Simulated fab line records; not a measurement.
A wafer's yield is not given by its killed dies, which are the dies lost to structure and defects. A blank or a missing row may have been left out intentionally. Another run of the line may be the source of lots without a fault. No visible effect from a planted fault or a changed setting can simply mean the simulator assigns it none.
A struck lot beside a sound one / flow sky130 / 15 steps out of a route of 708
Sound: wafers L473.1, L473.3, L473.6. Wafers L476.2, L476.3, L476.5 were the ones struck. The cause comes at the end.
Per side, at each step with rows, come the tool, then ch with its chambers, and then its first start. Under that, the readings that differ: sound wafers / struck wafers / difference of the means / sigmas: that difference in standard deviations of wafers without a fault.
alike: readings whose means differ by less than 2 such deviations, and words and numbers that are the same on both sides. not compared: withheld readings, readings that some wafer has no value for, bounds like >300 that may hide the same value, and numbers for which the record gives no deviation and whose values overlap.
The two part at a step that has a row with sigmas, a row that says differs or no value, or rows on one side only. Numbers that don't overlap but have no deviation are shown without sigmas and don't part them. A reading missing from all wafers of one side parts the sides only when that side holds two or more wafers.

SKY_LDD_HVP_OVL_MEAS_07:
  sound: overlay-02 at day 22 20:35; struck: overlay-02 at day 24 00:29
  alike: LDD_HVP_OVL
following that, these wafers have no rows for 1 step: SKY_LDD_HVP_IMPLANT_08.
SKY_LDD_HVP_STRIP_09: strips in O2/N2.
  sound on plasma_asher-01 ch 0,1, day 22 20:46; struck on plasma_asher-02 ch 0,1, day 24 00:40
  alike: drypump_motor_current_A, oes_product_au, strip_time_to_endpoint_s
  not compared: rf_hours_counter_h
SKY_LDD_HVP_TW_MEAS_10:
  sound: film_metro-03 at day 22 20:52; struck: film_metro-04 at day 24 00:47
reading=LDD_HVP_TW; sound=461 463 463; struck=452 450 451; difference=-11; sigmas=-2
then, 7 steps without rows for these wafers: SKY_LDD_LDN_DEHYDRATE_00 (time 60 s); SKY_LDD_LDN_HMDS_01 (prime time 60 s); SKY_LDD_LDN_COAT_02 (resist thk 1140 nm); SKY_LDD_LDN_SOFTBAKE_03 (time 60 s); SKY_LDD_LDN_EXPOSE_04 (exposes mask LDNTM, target cd 700 nm); SKY_LDD_LDN_PEB_05; SKY_LDD_LDN_DEVELOP_06 (develop time 60 s).
SKY_LDD_LDN_OVL_MEAS_07:
  sound: overlay-02 at day 24 02:13; struck: overlay-01 at day 25 06:41
  alike: LDD_LDN_OVL
SKY_LDD_LDN_IMPLANT_08:
  sound on implanter-01 ch 0, day 24 02:16; struck on implanter-01 ch 0, day 25 07:10
reading=dose_ions_cm2; sound=1.251e+13 1.2487e+13 1.2511e+13; struck=1.003e+13 1.0013e+13 1.0014e+13; difference=-2.484e+12; sigmas=-99 or more
reading=faraday_current_uA; sound=71.7 69.6 69.8; struck=56.9 56.8 59.1; difference=-12.8; sigmas=-10
following that, these wafers have no rows for 1 step: SKY_LDD_LDN_IMPLANT_09.
SKY_PAD_OPEN_PROBE_99:
  the record has rows for the sound wafers here (prober-01, day 46 15:20) and none for the struck ones

WHERE THEY PART
Last at SKY_PAD_OPEN_PROBE_99 as far as this record goes, first at SKY_LDD_HVP_TW_MEAS_10.

WHY: what had been put in by the simulator
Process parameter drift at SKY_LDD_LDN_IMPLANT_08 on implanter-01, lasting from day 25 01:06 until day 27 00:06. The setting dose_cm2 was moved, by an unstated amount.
